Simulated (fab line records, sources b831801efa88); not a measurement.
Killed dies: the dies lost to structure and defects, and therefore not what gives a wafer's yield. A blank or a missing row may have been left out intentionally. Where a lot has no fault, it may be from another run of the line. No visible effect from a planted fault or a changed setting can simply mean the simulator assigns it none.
Which tool did it? ; flow gf180mcu ; Sampling: 13 lots, 39 wafers, 4 of 602 route steps

WHAT THE GAUGES READ, wafer by wafer
GF_PASSIVATION_THK_MEAS_01.
lot;measured;on;PASSIVATION_CVD_00_THK (nm)
L167;day 27 22:20;film-metro-02;990 991 1012
L168;day 28 02:43;film-metro-01;1003 1000 1007
L169;day 28 13:52;film-metro-04;983 1016 1002
L170;day 28 19:30;film-metro-04;1003 1009 993
L171;day 29 11:01;film-metro-01;1006 995 1019
L172;day 29 12:55;film-metro-04;989 990 997
L173;day 29 20:37;film-metro-02;995 1021 1017
L174;day 30 07:38;film-metro-04;995 997 1021
L176;day 31 08:56;film-metro-01;983 999 1005
L181;day 32 13:40;film-metro-02;999 1001 1007
L185;day 33 04:08;film-metro-04;980 995 1004
L186;day 33 16:46;film-metro-01;993 986 1004
L187;day 33 18:11;film-metro-04;984 997 1009

WHICH TOOL RAN EACH LOT (tool, then ch and the chambers of the sampled wafers, then the start)
lot;GF_V3_CLEAN_20;GF_V5_CMP_26;GF_TOP_METAL_SPUTTER_02
L167;wet-bench-01 ch 2, day 22 03:15;cmp-02 ch 2,3, day 27 00:26;pvd-sputter-01, day 27 00:49
L168;wet-bench-04 ch 1, day 22 08:54;cmp-02 ch 1,3, day 27 05:32;pvd-sputter-04, day 27 05:58
L169;wet-bench-04 ch 2, day 22 21:49;cmp-02 ch 2,3, day 27 17:04;pvd-sputter-03, day 27 17:29
L170;wet-bench-02 ch 1, day 23 03:55;cmp-01 ch 0,3, day 27 22:19;pvd-sputter-04, day 27 22:44
L171;wet-bench-01 ch 2, day 23 23:22;cmp-01 ch 0,1,2, day 28 14:38;pvd-sputter-01, day 28 15:04
L172;wet-bench-02 ch 1, day 24 01:42;cmp-02 ch 0,1,3, day 28 16:41;pvd-sputter-01, day 28 17:04
L173;wet-bench-02 ch 1, day 24 10:10;cmp-01 ch 1,3, day 29 01:01;pvd-sputter-01, day 29 01:27
L174;wet-bench-01 ch 0, day 24 22:26;cmp-02 ch 1,2, day 29 11:24;pvd-sputter-04, day 29 11:50
L176;wet-bench-01 ch 2, day 26 03:46;cmp-01 ch 0,1,3, day 30 13:55;pvd-sputter-04, day 30 14:17
L181;wet-bench-04 ch 1, day 27 16:14;cmp-01 ch 0,2,3, day 31 20:17;pvd-sputter-04, day 31 20:43
L185;wet-bench-01 ch 2, day 28 08:56;cmp-02 ch 0,1,3, day 32 10:32;pvd-sputter-03, day 32 10:49
L186;wet-bench-02 ch 0, day 29 00:08;cmp-02 ch 0,2,3, day 32 23:08;pvd-sputter-03, day 32 23:34
L187;wet-bench-01 ch 2, day 29 02:10;cmp-01 ch 1,2,3, day 33 01:36;pvd-sputter-04, day 33 01:56
- GF_V3_CLEAN_20: cleans in DIW.
- GF_V5_CMP_26: polishes, stops on SiO2, t overpolish 15 s, target thk 0 nm.
- GF_TOP_METAL_SPUTTER_02: material AlCu, target thk 900 nm, time 47.82 s.

AS READ BY THE TOOLS THEMSELVES (means over the sampled wafers that have a number; for cases with no such wafer, the mark the record gives instead)
GF_V5_CMP_26.
lot;tool;motor-current-A (A);overpolish-run-s (s);slurry-flow-ml-min;time-to-endpoint-s (s)
L167;cmp-02;11.3;15.002;150.0;87
L168;cmp-02;11.9;15.000;150.4;89
L169;cmp-02;11.6;14.999;149.6;87
L170;cmp-01;11.7;14.992;150.1;86
L171;cmp-01;10.8;14.993;150.3;86
L172;cmp-02;11.8;15.001;149.8;85
L173;cmp-01;11.3;14.997;149.8;85
L174;cmp-02;11.0;14.990;149.9;87
L176;cmp-01;11.0;14.991;150.0;83
L181;cmp-01;11.4;15.004;150.3;84
L185;cmp-02;11.5;14.994;150.0;82
L186;cmp-02;11.5;15.001;150.3;86
L187;cmp-01;10.3;14.989;150.5;83

GF_TOP_METAL_SPUTTER_02.
lot;tool;cathode-dc-power-W (W);throttle-valve-pct (%)
L167;pvd-sputter-01;10601;29.3
L168;pvd-sputter-04;10601;30.4
L169;pvd-sputter-03;10600;30.2
L170;pvd-sputter-04;10603;30.5
L171;pvd-sputter-01;10599;28.9
L172;pvd-sputter-01;10603;28.4
L173;pvd-sputter-01;10599;28.2
L174;pvd-sputter-04;10601;30.2
L176;pvd-sputter-04;10596;30.2
L181;pvd-sputter-04;10598;29.3
L185;pvd-sputter-03;10603;29.5
L186;pvd-sputter-03;10601;29.9
L187;pvd-sputter-04;10601;30.0

THE ANSWER, worked out from the rows above alone
Rule: the lots themselves supply what counts as usual. The widest of any qualifying gaps counts: lots, ordered by their means at a reading, are off when they make up no more than a third of the lots, leave a main group of 4 or more, and stand apart from it by 3 or more times the standard deviation of that group's means. The tables above print the reading to a certain number of digits; a main group whose means all agree to those digits is not used. A lot without any number at a reading at which 4 lots or more have one is off too. All remaining lots with rows at the step are treated as sound. After the gauges, taken in route order, come the tools' own readings; for these a lot's mean is taken, as printed above. At the first step where some lot is off, the reading lying furthest off is the one used; lots without a number count as furthest.
Nothing can be told from this: no lot is off at any reading shown.

WHAT THE SIMULATOR PUT IN
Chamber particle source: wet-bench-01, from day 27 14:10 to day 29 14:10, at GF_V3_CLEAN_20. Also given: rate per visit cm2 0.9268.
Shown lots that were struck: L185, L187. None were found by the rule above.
